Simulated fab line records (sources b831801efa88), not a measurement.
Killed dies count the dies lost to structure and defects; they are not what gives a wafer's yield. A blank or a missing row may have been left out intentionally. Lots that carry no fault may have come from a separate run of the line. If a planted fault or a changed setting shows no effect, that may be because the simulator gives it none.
fab line records + flow sky130
record
- lots=12
- wafers=36
- last_day=50
route steps=708 shown FIELD_ISO@16 VT_ADJUST_LVTN@104 VT_ADJUST_NCORE@128 PAD_OPEN@708
lots that met no fault: from a run of the same line without faults
start_h: hours from the record's first day to the start of the lot's first wafer shown + wait_h: how many hours have passed since the lot's step before this one + " repeats the value in the row above + L1.1+2: one row covering several wafers at once + - no value, or no start given + * or withheld: withheld + < > ~ a bound
route shown NAME@n: names a module that has steps shown in the file, with the first one's number in the route + usual: the fault-free wafers' mean and standard deviation + same: alike in all rows + chamber/n: place in a boat + sites: the reading at each site + _std_site: the values' standard deviation + _edge_site: outer sites' mean less inner sites' + radius_mm: how far each site lies from the wafer's centre + mask NAME#n: copy n + behind: the tool/chamber that last shaped the wafer + hold: why the lot went on hold/how many hours it stayed there/how the hold came to an end + device: names the non-switching transistor (n, p or np) + end of line: tests of these same wafers at the route's end + where a step has no rows: the recipe by itself + killed: dies lost to structure and defects at the first sort, not the wafer's yield + map: shows each die of a wafer: x if killed, . if not, _ if none is there
set.NAME: the setting as run; set.NAME@STEP: as run at that earlier step + model.NAME: the simulator's own value behind a step, which no gauge read
one table for each step of the route and one row for each wafer, over a sample of lots
services: the hour from which a tool's chamber was out of use, counted from the record's first day as start_h (under 0 if before that day), plus the number of hours and why
## steps
# step SKY_FIELD_ISO_ETCH_15
# recipe
- chemistry=CHF3/O2
- target_depth_nm=180
- stop_on=Si
- source_w=600
- bias_w=200
- pressure_mtorr=40
- chf3_flow_sccm=50
- O2_flow_sccm=5
- time_s=72
# usual
- drypump_motor_current_A=5.8/0.42
- oes_product_au=0.948/0.0073
- rf_fwd_power_W=596.9/2
- throttle_valve_pct=8.845/0.0088
| lot.wafer | tool        | chamber | start_h | wait_h | drypump_motor_current_A | oes_product_au | rf_fwd_power_W | rf_hours_counter_h | throttle_valve_pct |
|-----------|-------------|---------|---------|--------|-------------------------|----------------|----------------|--------------------|--------------------|
| L950.2    | rie_diel-04 | 3       | 34.82   | 0.0    | 5.7                     | 0.948          | 592.3          | 99                 | 8.833              |
| L950.3    | "           | 0       | "       | "      | 5.8                     | 0.950          | 596.1          | 30                 | 8.861              |
| L950.5    | "           | 3       | "       | "      | 5.6                     | 0.949          | 594.5          | -                  | 8.851              |
| L951.3    | rie_diel-01 | 3       | 39.77   | 0.0    | 6.5                     | 0.957          | 595.0          | 163                | 8.855              |
| L951.5    | "           | 0       | "       | "      | 4.9                     | 0.955          | 596.0          | -                  | 8.856              |
| L951.6    | "           | 3       | "       | "      | 6.6                     | 0.953          | 595.7          | -                  | 8.840              |
| L952.3    | rie_diel-02 | 2       | 45.70   | 0.0    | 5.2                     | 0.959          | 593.3          | 74                 | 8.840              |
| L952.4    | "           | 2       | "       | "      | 5.2                     | 0.951          | 596.1          | -                  | 8.842              |
| L952.5    | "           | 1       | "       | "      | 5.7                     | 0.948          | 596.8          | -                  | 8.840              |
| L953.1    | rie_diel-04 | 1       | 51.80   | 0.0    | 6.4                     | 0.957          | 595.1          | 36                 | 8.849              |
| L953.2    | "           | 3       | "       | "      | 5.6                     | 0.953          | 595.2          | 99                 | 8.840              |
| L953.5    | "           | 1       | "       | "      | 6.3                     | 0.955          | 593.2          | -                  | 8.867              |
| L956.1    | rie_diel-04 | 2       | 65.62   | 0.0    | 6.3                     | 0.943          | 596.3          | 4                  | 8.836              |
| L956.5    | "           | 0       | "       | "      | 5.8                     | 0.939          | 598.1          | -                  | 8.836              |
| L956.6    | "           | 1       | "       | "      | 6.3                     | 0.954          | 597.4          | -                  | 8.846              |
| L957.1    | rie_diel-02 | 3       | 69.95   | 0.0    | 5.9                     | 0.952          | 597.4          | 88                 | 8.838              |
| L957.3    | "           | 2       | "       | "      | 5.2                     | 0.942          | 590.8          | 75                 | 8.856              |
| L957.4    | "           | 1       | "       | "      | 5.7                     | 0.944          | 599.5          | 81                 | 8.848              |
| L958.1    | rie_diel-02 | 0       | 75.55   | 0.0    | 6.0                     | 0.952          | 596.4          | 123                | 8.830              |
| L958.4    | "           | 3       | "       | "      | 5.9                     | 0.940          | 595.8          | 88                 | 8.855              |
| L958.6    | "           | 0       | "       | "      | 6.1                     | 0.940          | 595.5          | -                  | 8.845              |
| L961.1    | rie_diel-04 | 3       | 92.87   | 0.0    | 5.6                     | 0.944          | 596.0          | 100                | 8.822              |
| L961.4    | "           | 1       | "       | "      | 6.3                     | 0.939          | 596.9          | 37                 | 8.845              |
| L961.5    | "           | 1       | "       | "      | 6.3                     | 0.949          | 596.0          | -                  | 8.836              |
| L962.2    | rie_diel-02 | 2       | 96.07   | 0.0    | 5.2                     | 0.942          | 594.1          | 75                 | 8.854              |
| L962.3    | "           | 3       | "       | "      | 5.9                     | 0.946          | 598.2          | 88                 | 8.829              |
| L962.6    | "           | 3       | "       | "      | 5.9                     | 0.945          | 597.7          | -                  | 8.846              |
| L963.2    | rie_diel-02 | 2       | 102.27  | 0.0    | 5.2                     | 0.944          | 597.5          | 75                 | 8.852              |
| L963.4    | "           | 3       | "       | "      | 5.9                     | 0.936          | 601.5          | 89                 | 8.853              |
| L963.6    | "           | 2       | "       | "      | 5.2                     | 0.956          | 594.7          | -                  | 8.851              |
| L965.1    | rie_diel-04 | 2       | 116.70  | 0.0    | 6.3                     | 0.954          | 597.8          | 5                  | 8.847              |
| L965.3    | "           | 3       | "       | "      | 5.6                     | 0.949          | 598.4          | 100                | 8.856              |
| L965.4    | "           | 1       | "       | "      | 6.3                     | 0.952          | 599.0          | 37                 | 8.860              |
| L972.1    | rie_diel-04 | 2       | 148.95  | 0.0    | 6.3                     | 0.959          | 596.1          | 6                  | 8.837              |
| L972.4    | "           | 0       | "       | "      | 5.8                     | 0.949          | 599.7          | 32                 | 8.845              |
| L972.5    | "           | 3       | "       | "      | 5.7                     | 0.958          | 595.5          | -                  | 8.841              |
# step SKY_VT_ADJUST_LVTN_OVL_MEAS_07
# usual
- VT_ADJUST_LVTN_OVL=1.0/1.6
| lot.wafer | tool       | chamber | start_h | wait_h | VT_ADJUST_LVTN_OVL[nm] |
|-----------|------------|---------|---------|--------|------------------------|
| L950.2    | overlay-01 | -       | 148.98  | -      | -0.8                   |
| L950.3    | "          | -       | "       | "      | 1.2                    |
| L950.5    | "          | -       | "       | "      | -0.3                   |
| L951.3    | overlay-01 | -       | 153.43  | -      | 2.7                    |
| L951.5    | "          | -       | "       | "      | -0.4                   |
| L951.6    | "          | -       | "       | "      | 1.2                    |
| L952.3    | overlay-02 | -       | 159.43  | -      | -0.3                   |
| L952.4    | "          | -       | "       | "      | 3.3                    |
| L952.5    | "          | -       | "       | "      | 3.4                    |
| L953.1    | overlay-01 | -       | 167.42  | -      | -0.9                   |
| L953.2    | "          | -       | "       | "      | 0.9                    |
| L953.5    | "          | -       | "       | "      | -0.9                   |
| L956.1    | overlay-01 | -       | 186.02  | -      | 0.0                    |
| L956.5    | "          | -       | "       | "      | 0.1                    |
| L956.6    | "          | -       | "       | "      | -0.4                   |
| L957.1    | overlay-01 | -       | 187.83  | -      | 0.1                    |
| L957.3    | "          | -       | "       | "      | -2.2                   |
| L957.4    | "          | -       | "       | "      | 1.0                    |
| L958.1    | overlay-01 | -       | 199.12  | -      | 2.0                    |
| L958.4    | "          | -       | "       | "      | 5.1                    |
| L958.6    | "          | -       | "       | "      | 3.0                    |
| L961.1    | overlay-01 | -       | 227.87  | -      | 2.0                    |
| L961.4    | "          | -       | "       | "      | 2.2                    |
| L961.5    | "          | -       | "       | "      | 1.3                    |
| L962.2    | overlay-01 | -       | 229.28  | -      | -2.9                   |
| L962.3    | "          | -       | "       | "      | -2.6                   |
| L962.6    | "          | -       | "       | "      | -3.0                   |
| L963.2    | overlay-02 | -       | 236.04  | -      | 1.4                    |
| L963.4    | "          | -       | "       | "      | 2.5                    |
| L963.6    | "          | -       | "       | "      | 2.8                    |
| L965.1    | overlay-01 | -       | 252.52  | -      | 0.3                    |
| L965.3    | "          | -       | "       | "      | 0.6                    |
| L965.4    | "          | -       | "       | "      | 1.0                    |
| L972.1    | overlay-01 | -       | 297.02  | -      | 1.7                    |
| L972.4    | "          | -       | "       | "      | 2.9                    |
| L972.5    | "          | -       | "       | "      | 1.5                    |
# step SKY_VT_ADJUST_LVTN_OVL_MEAS_18
# usual
- VT_ADJUST_LVTN_01_OVL=-0.4/1.2
| lot.wafer | tool       | chamber | start_h | wait_h | VT_ADJUST_LVTN_01_OVL[nm] |
|-----------|------------|---------|---------|--------|---------------------------|
| L950.2    | overlay-02 | -       | 168.28  | 0.1    | 1.4                       |
| L950.3    | "          | -       | "       | "      | 1.3                       |
| L950.5    | "          | -       | "       | "      | 1.3                       |
| L951.3    | overlay-02 | -       | 172.63  | 0.1    | -0.4                      |
| L951.5    | "          | -       | "       | "      | -1.4                      |
| L951.6    | "          | -       | "       | "      | 0.5                       |
| L952.3    | overlay-02 | -       | 179.83  | 0.1    | 1.0                       |
| L952.4    | "          | -       | "       | "      | 1.9                       |
| L952.5    | "          | -       | "       | "      | 0.3                       |
| L953.1    | overlay-02 | -       | 188.13  | 0.1    | -0.1                      |
| L953.2    | "          | -       | "       | "      | -0.1                      |
| L953.5    | "          | -       | "       | "      | -0.1                      |
| L956.1    | overlay-02 | -       | 207.22  | 0.1    | 0.4                       |
| L956.5    | "          | -       | "       | "      | -0.7                      |
| L956.6    | "          | -       | "       | "      | 0.7                       |
| L957.1    | overlay-02 | -       | 209.53  | 0.1    | -2.2                      |
| L957.3    | "          | -       | "       | "      | -2.0                      |
| L957.4    | "          | -       | "       | "      | -0.3                      |
| L958.1    | overlay-01 | -       | 220.77  | 0.1    | 0.2                       |
| L958.4    | "          | -       | "       | "      | 1.0                       |
| L958.6    | "          | -       | "       | "      | -0.6                      |
| L961.1    | overlay-02 | -       | 251.17  | 0.1    | -1.3                      |
| L961.4    | "          | -       | "       | "      | -0.6                      |
| L961.5    | "          | -       | "       | "      | -1.0                      |
| L962.2    | overlay-02 | -       | 252.99  | 0.1    | 0.2                       |
| L962.3    | "          | -       | "       | "      | -0.4                      |
| L962.6    | "          | -       | "       | "      | -0.5                      |
| L963.2    | overlay-01 | -       | 260.34  | 0.1    | -2.0                      |
| L963.4    | "          | -       | "       | "      | -1.1                      |
| L963.6    | "          | -       | "       | "      | -3.0                      |
| L965.1    | overlay-01 | -       | 277.52  | 0.1    | 1.0                       |
| L965.3    | "          | -       | "       | "      | 0.3                       |
| L965.4    | "          | -       | "       | "      | 1.4                       |
| L972.1    | overlay-02 | -       | 323.18  | 0.1    | -0.2                      |
| L972.4    | "          | -       | "       | "      | -1.0                      |
| L972.5    | "          | -       | "       | "      | 0.0                       |
# step SKY_VT_ADJUST_NCORE_IMPLANT_09
# recipe
- species=B
- energy_kev=10
- dose_cm2=2.4e+12
- tilt_deg=withheld
# usual
- beam_energy_keV=9.9999/0.0029
| lot.wafer | tool         | chamber | start_h | wait_h | beam_energy_keV |
|-----------|--------------|---------|---------|--------|-----------------|
| L950.2    | implanter-04 | 0       | 189.74  | 0.0    | 10.002          |
| L950.3    | "            | 0       | "       | "      | 9.9964          |
| L950.5    | "            | 0       | "       | "      | 9.9966          |
| L951.3    | implanter-03 | 0       | 193.57  | 0.1    | 9.9985          |
| L951.5    | "            | 0       | "       | "      | 10.002          |
| L951.6    | "            | 0       | "       | "      | 10.003          |
| L952.3    | implanter-04 | 0       | 201.96  | 0.1    | 10.001          |
| L952.4    | "            | 0       | "       | "      | 9.9964          |
| L952.5    | "            | 0       | "       | "      | 9.9962          |
| L953.1    | implanter-04 | 0       | 209.98  | 0.0    | 10.001          |
| L953.2    | "            | 0       | "       | "      | 9.9991          |
| L953.5    | "            | 0       | "       | "      | 10.002          |
| L956.1    | implanter-03 | 0       | 230.36  | 0.0    | 10.001          |
| L956.5    | "            | 0       | "       | "      | 9.9996          |
| L956.6    | "            | 0       | "       | "      | 10.002          |
| L957.1    | implanter-04 | 0       | 232.12  | 0.0    | 10.005          |
| L957.3    | "            | 0       | "       | "      | 10.004          |
| L957.4    | "            | 0       | "       | "      | 10.003          |
| L958.1    | implanter-01 | 0       | 243.97  | 0.0    | 9.9987          |
| L958.4    | "            | 0       | "       | "      | 9.9980          |
| L958.6    | "            | 0       | "       | "      | 9.9978          |
| L961.1    | implanter-04 | 0       | 275.80  | 0.0    | 10.003          |
| L961.4    | "            | 0       | "       | "      | 10.004          |
| L961.5    | "            | 0       | "       | "      | 10.005          |
| L962.2    | implanter-03 | 0       | 277.40  | 0.0    | 10.003          |
| L962.3    | "            | 0       | "       | "      | 9.9995          |
| L962.6    | "            | 0       | "       | "      | 10.002          |
| L963.2    | implanter-04 | 0       | 284.84  | 0.0    | 6.1519          |
| L963.4    | "            | 0       | "       | "      | 6.1510          |
| L963.6    | "            | 0       | "       | "      | 6.1558          |
| L965.1    | implanter-04 | 0       | 303.37  | 0.0    | 6.1491          |
| L965.3    | "            | 0       | "       | "      | 6.1519          |
| L965.4    | "            | 0       | "       | "      | 6.1538          |
| L972.1    | implanter-01 | 0       | 350.32  | 0.0    | 9.9953          |
| L972.4    | "            | 0       | "       | "      | 9.9968          |
| L972.5    | "            | 0       | "       | "      | 10.000          |
# step SKY_VT_ADJUST_NCORE_TW_MEAS_11
# usual
- VT_ADJUST_NCORE_TW=218.3/2
| lot.wafer | tool          | chamber | start_h | wait_h | VT_ADJUST_NCORE_TW |
|-----------|---------------|---------|---------|--------|--------------------|
| L950.2    | film_metro-01 | -       | 189.97  | 0.1    | 219.3              |
| L950.3    | "             | -       | "       | "      | 221.7              |
| L950.5    | "             | -       | "       | "      | 220.2              |
| L951.3    | film_metro-04 | -       | 193.79  | 0.1    | 216.4              |
| L951.5    | "             | -       | "       | "      | 216.0              |
| L951.6    | "             | -       | "       | "      | 216.0              |
| L952.3    | film_metro-01 | -       | 202.18  | 0.1    | 220.7              |
| L952.4    | "             | -       | "       | "      | 220.6              |
| L952.5    | "             | -       | "       | "      | 222.1              |
| L953.1    | film_metro-03 | -       | 210.23  | 0.1    | 219.1              |
| L953.2    | "             | -       | "       | "      | 218.4              |
| L953.5    | "             | -       | "       | "      | 218.3              |
| L956.1    | film_metro-01 | -       | 230.61  | 0.1    | 220.7              |
| L956.5    | "             | -       | "       | "      | 220.5              |
| L956.6    | "             | -       | "       | "      | 220.3              |
| L957.1    | film_metro-04 | -       | 232.37  | 0.1    | 215.9              |
| L957.3    | "             | -       | "       | "      | 217.4              |
| L957.4    | "             | -       | "       | "      | 216.2              |
| L958.1    | film_metro-01 | -       | 244.22  | 0.1    | 218.4              |
| L958.4    | "             | -       | "       | "      | 220.0              |
| L958.6    | "             | -       | "       | "      | 219.4              |
| L961.1    | film_metro-03 | -       | 276.05  | 0.1    | 219.5              |
| L961.4    | "             | -       | "       | "      | 220.1              |
| L961.5    | "             | -       | "       | "      | 219.4              |
| L962.2    | film_metro-01 | -       | 277.64  | 0.1    | 221.8              |
| L962.3    | "             | -       | "       | "      | 221.0              |
| L962.6    | "             | -       | "       | "      | 219.7              |
| L963.2    | film_metro-01 | -       | 285.08  | 0.1    | 197.9              |
| L963.4    | "             | -       | "       | "      | 197.5              |
| L963.6    | "             | -       | "       | "      | 197.3              |
| L965.1    | film_metro-03 | -       | 303.62  | 0.1    | 196.2              |
| L965.3    | "             | -       | "       | "      | 196.1              |
| L965.4    | "             | -       | "       | "      | 195.0              |
| L972.1    | film_metro-01 | -       | 350.57  | 0.1    | 219.0              |
| L972.4    | "             | -       | "       | "      | 221.1              |
| L972.5    | "             | -       | "       | "      | 218.3              |
# step SKY_PAD_OPEN_PROBE_99
# usual
- killed_at_M0_to_M3=44/6.5
- killed_at_M4_up=3.3/1.7
- killed_at_contacts=25/5.3
- killed_at_front_end=15/5
- killed_at_other=0.2/0.47
- killed_dies=87/9.9
- killed_open=47/8
- killed_short=39/6.1
# same
- gross_dies=492
- killed_at_back_side=0
| lot.wafer | tool      | chamber | start_h | wait_h | killed_at_M0_to_M3 | killed_at_M4_up | killed_at_contacts | killed_at_front_end | killed_at_other | killed_dies | killed_open | killed_short |
|-----------|-----------|---------|---------|--------|--------------------|-----------------|--------------------|---------------------|-----------------|-------------|-------------|--------------|
| L961.1    | prober-01 | -       | 1151.22 | 0.1    | 47                 | 5               | 25                 | 13                  | 0               | 90          | 43          | 47           |
# killed by level:class
L961.1 VIA1:geometric_particle:open=15 CONTACT:geometric_particle:open=11 METAL2:geometric_particle:short=8 FIELD_ISO:geometric_particle:short=7 VIA1:geometric_particle:short=7 CONTACT:geometric_particle:short=6 VIA3:geometric_particle:open=6 LOCAL_INTERCONNECT:geometric_particle:short=4
## services
| tool         | chamber | start_h | hours | kind   |
|--------------|---------|---------|-------|--------|
| rie_diel-04  | 2       | 33.70   | 6.4   | repair |
| rie_diel-04  | 0       | 36.18   | 4.2   | repair |
| rie_diel-02  | 3       | 43.15   | 8.2   | repair |
| rie_diel-02  | 2       | 57.55   | 1.5   | repair |
| implanter-03 | -       | 59.15   | 4.2   | repair |
| implanter-01 | -       | 70.16   | 3.6   | repair |
| rie_diel-04  | 3       | 72.44   | 4.5   | repair |
| implanter-04 | -       | 93.02   | 3.1   | repair |
| implanter-04 | -       | 108.23  | 4.6   | pm     |
| rie_diel-02  | 0       | 123.42  | 4.0   | repair |
| implanter-04 | -       | 151.02  | 5.3   | repair |
| implanter-01 | -       | 151.58  | 2.1   | repair |
| implanter-01 | -       | 197.09  | 13.6  | pm     |
| rie_diel-02  | 1       | 234.50  | 4.6   | repair |
| implanter-04 | -       | 248.12  | 0.5   | repair |
| implanter-03 | -       | 262.80  | 6.1   | pm     |
| implanter-03 | -       | 270.13  | 1.3   | repair |
| rie_diel-04  | 3       | 271.47  | 7.2   | repair |
| rie_diel-04  | -       | 285.65  | 0.3   | repair |
| implanter-04 | -       | 289.56  | 0.9   | repair |
| rie_diel-02  | 1       | 301.24  | 2.5   | repair |
| rie_diel-04  | 2       | 303.31  | 36.7  | repair |
| implanter-03 | -       | 312.48  | 1.0   | repair |
| rie_diel-04  | 0       | 333.96  | 1.3   | repair |
## key
first_sign
- step=SKY_VT_ADJUST_NCORE_IMPLANT_09
- reading=beam_energy_keV
- direction=down
- sigmas=99+
- usual=*
- struck=*
effect
- step=SKY_VT_ADJUST_NCORE_TW_MEAS_11
- reading=VT_ADJUST_NCORE_TW
- direction=down
- sigmas=11
- usual=218.3
- struck=196.7
met_at SKY_VT_ADJUST_NCORE_IMPLANT_09
struck_lots L963,L965
tester_left_out L963,L965
not_acting_at SKY_FIELD_ISO_ETCH_15,SKY_VT_ADJUST_LVTN_OVL_MEAS_07,SKY_VT_ADJUST_LVTN_OVL_MEAS_18
onset_between 275.80 284.84
fault
- kind=process_parameter_drift
- tool=implanter-04
- chamber=-
- onset_h=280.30
- steps=SKY_VT_ADJUST_NCORE_IMPLANT_09
- channel=energy_kev
- offset=*
- shape=step
- end_h=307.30
- acts_in=*
- stated=*
# tester_left_out: of these lots the tester's yield and bins aren't shown, on N5 and GAA mostly nor the transistor test; their killed dies are dies lost to structure and defects alone, not to doping, threshold or leakage, so they don't give the yield
